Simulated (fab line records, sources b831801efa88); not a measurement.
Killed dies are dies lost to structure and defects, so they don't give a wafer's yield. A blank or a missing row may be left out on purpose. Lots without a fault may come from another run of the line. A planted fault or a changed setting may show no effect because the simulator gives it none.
One fault seen from 2 desks | flow gf180mcu | each desk has only its own numbers; what lay behind them comes last

THE TOOL OWNER'S DESK: cmp-02
The tool's own readings at GF_V2_CMP_26 (polishes, stops on SiO2, t overpolish 15 s, target thk 0 nm): means of the sampled wafers that have a number, for each lot that ran on this tool. A lot is out of limits, marked OUT, if its mean lies more than 4 standard deviations from the usual mean; the brackets give that distance.
Columns: A = motor_current_A at GF_V2_CMP_26, usual 11.0 A; B = overpolish_run_s at GF_V2_CMP_26, usual 15.001 s; C = time_to_endpoint_s at GF_V2_CMP_26, usual 84 s
lot  | first seen here | A    | B                       | C
L555 | day 22 08:39    | 10.5 | 0.038 (-99 or more) OUT | 131 (+10) OUT
L556 | day 22 16:26    | 11.3 | 0.039 (-99 or more) OUT | 132 (+11) OUT
L557 | day 22 22:53    | 11.9 | 0.041 (-99 or more) OUT | 132 (+10) OUT
L565 | day 25 21:51    | 10.7 | 14.996                  | 86
L566 | day 26 02:56    | 11.5 | 15.005                  | 84
L567 | day 26 13:04    | 10.5 | 14.999                  | 83
L569 | day 26 22:05    | 10.7 | 15.012                  | 84
L570 | day 27 02:17    | 11.0 | 15.002                  | 84
L572 | day 27 16:30    | 11.2 | 14.999                  | 81
This desk's finding: out of limits on L555, L556, L557; first on L555, day 22 08:39 (overpolish_run_s at GF_V2_CMP_26). In limits: L565, L566, L567, L569, L570, L572.

THE METROLOGY DESK
What the gauges read, lot by lot, whatever tool the lot ran on: means of the sampled wafers that have a number. A lot is out of limits, marked OUT, if its mean lies more than 4 standard deviations from the usual mean; the brackets give that distance.
Columns: A = M2_OVL at GF_M2_OVL_MEAS_15, usual -2 nm
lot  | first seen here | A
L550 | day 19 08:44    | -5
L552 | day 20 00:06    | -2
L555 | day 21 06:18    | -0
L556 | day 21 13:49    | -7
L557 | day 21 21:40    | -13
L564 | day 24 08:46    | -1
L565 | day 24 21:46    | 2
L566 | day 25 03:11    | 1
L567 | day 25 13:10    | 1
L569 | day 25 22:23    | -6
L570 | day 26 02:28    | -7
L571 | day 26 12:02    | 3
L572 | day 26 17:44    | -6
This desk's finding: nothing out of limits on any of the 13 lots.

PUT TOGETHER
The tool owner's desk could have raised an alarm at day 22 08:39, on L555, L556, L557.
The metrology desk saw nothing out of limits.
The metrology desk has L555, L556, L557 on record, within its limits.
Of the lots named, all ran GF_V2_CMP_26 on cmp-02.

WHAT THE SIMULATOR HAD PUT IN
Process parameter drift: cmp-02, from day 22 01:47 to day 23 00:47, at GF_V2_CMP_26. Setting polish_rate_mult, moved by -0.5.
Lots struck among those shown: L555, L556, L557.
Hours from the fault's start to each desk's first reading out of limits: the tool owner's desk, 7.
